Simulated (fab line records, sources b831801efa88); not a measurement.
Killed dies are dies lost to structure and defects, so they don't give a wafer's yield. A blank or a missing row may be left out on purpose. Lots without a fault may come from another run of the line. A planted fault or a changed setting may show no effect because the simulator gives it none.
Tool commonality check | flow sky130 | 12 lots, 45 wafers sampled

WHY IT WAS OPENED
At SKY_LDD_HVN_TW_MEAS_10 the reading LDD_HVN_TW is flagged on 3 of 12 lots. Wafers without a fault read 1435, standard deviation 14.
Rule: a lot is flagged when every wafer of it that has a number lies more than 4 standard deviations from that mean, or none has a number. The other lots count as sound.

lot  | measured     | on            | LDD_HVN_TW, wafer by wafer    | flag
L707 | day 19 20:50 | film_metro-03 | 1415 1423 1424                |
L710 | day 21 22:14 | film_metro-03 | 1767 1769 1769 1767 1770 1776 | FLAGGED
L712 | day 22 11:47 | film_metro-02 | 1457 1456 1453                |
L713 | day 22 15:11 | film_metro-03 | 1776 1772 1764 1767 1766 1789 | FLAGGED
L714 | day 22 20:05 | film_metro-02 | 1447 1455 1447                |
L719 | day 24 16:38 | film_metro-03 | 1408 1414 1417                |
L720 | day 24 18:35 | film_metro-03 | 1770 1778 1769 1775 1774 1776 | FLAGGED
L724 | day 26 22:30 | film_metro-03 | 1428 1429 1428                |
L726 | day 27 06:17 | film_metro-02 | 1450 1443 1447                |
L727 | day 27 10:08 | film_metro-04 | 1429 1425 1430                |
L725 | day 27 11:19 | film_metro-02 | 1447 1439 1445                |
L728 | day 28 02:26 | film_metro-04 | 1438 1435 1437                |
The numbers of the flagged lots are 1772 on average: +337 against the usual, or +24 standard deviations.

WHICH TOOL RAN EACH LOT
The record holds 1 process step before the reading, out of a route of 708 steps. In each cell: the tool, then ch and the chambers that the sampled wafers went through, then the start.
lot  | flag    | SKY_LDD_HVN_IMPLANT_08
L707 |         | implanter-04 ch 0, day 19 20:36
L710 | FLAGGED | implanter-04 ch 0, day 21 21:40
L712 |         | implanter-03 ch 0, day 22 11:33
L713 | FLAGGED | implanter-03 ch 0, day 22 14:38
L714 |         | implanter-03 ch 0, day 22 19:51
L719 |         | implanter-03 ch 0, day 24 16:23
L720 | FLAGGED | implanter-03 ch 0, day 24 18:02
L724 |         | implanter-01 ch 0, day 26 22:18
L726 |         | implanter-01 ch 0, day 27 06:02
L727 |         | implanter-04 ch 0, day 27 09:55
L725 |         | implanter-01 ch 0, day 27 11:04
L728 |         | implanter-03 ch 0, day 28 02:11
What these steps do:
- SKY_LDD_HVN_IMPLANT_08
- SKY_LDD_HVN_TW_MEAS_10

FLAGGED OVER TOTAL, TOOL BY TOOL (the gauges that took the reading come last)
step                   | tool          | lots run | flagged | share of the flagged lots | sound lots run after its first flagged lot
SKY_LDD_HVN_IMPLANT_08 | implanter-01  | 3        | 0       | none                      | -
SKY_LDD_HVN_IMPLANT_08 | implanter-03  | 6        | 2       | some                      | 3 (L714,L719,L728)
SKY_LDD_HVN_IMPLANT_08 | implanter-04  | 3        | 1       | some                      | 1 (L727)
SKY_LDD_HVN_TW_MEAS_10 | film_metro-02 | 4        | 0       | none                      | -
SKY_LDD_HVN_TW_MEAS_10 | film_metro-03 | 6        | 3       | all                       | 2 (L719,L724)
SKY_LDD_HVN_TW_MEAS_10 | film_metro-04 | 2        | 0       | none                      | -

WHAT THE TABLE ALLOWS
1 row of the table ran every flagged lot: film_metro-03 at SKY_LDD_HVN_TW_MEAS_10.
- film_metro-03 at SKY_LDD_HVN_TW_MEAS_10: 3 of its 6 lots flagged. Sound lots ran on it after the first flagged one (L719, L724), which a lasting fault on the whole tool wouldn't allow.
No row of the table ran every flagged lot and no sound lot after the first.

WHAT THE SIMULATOR HAD PUT IN
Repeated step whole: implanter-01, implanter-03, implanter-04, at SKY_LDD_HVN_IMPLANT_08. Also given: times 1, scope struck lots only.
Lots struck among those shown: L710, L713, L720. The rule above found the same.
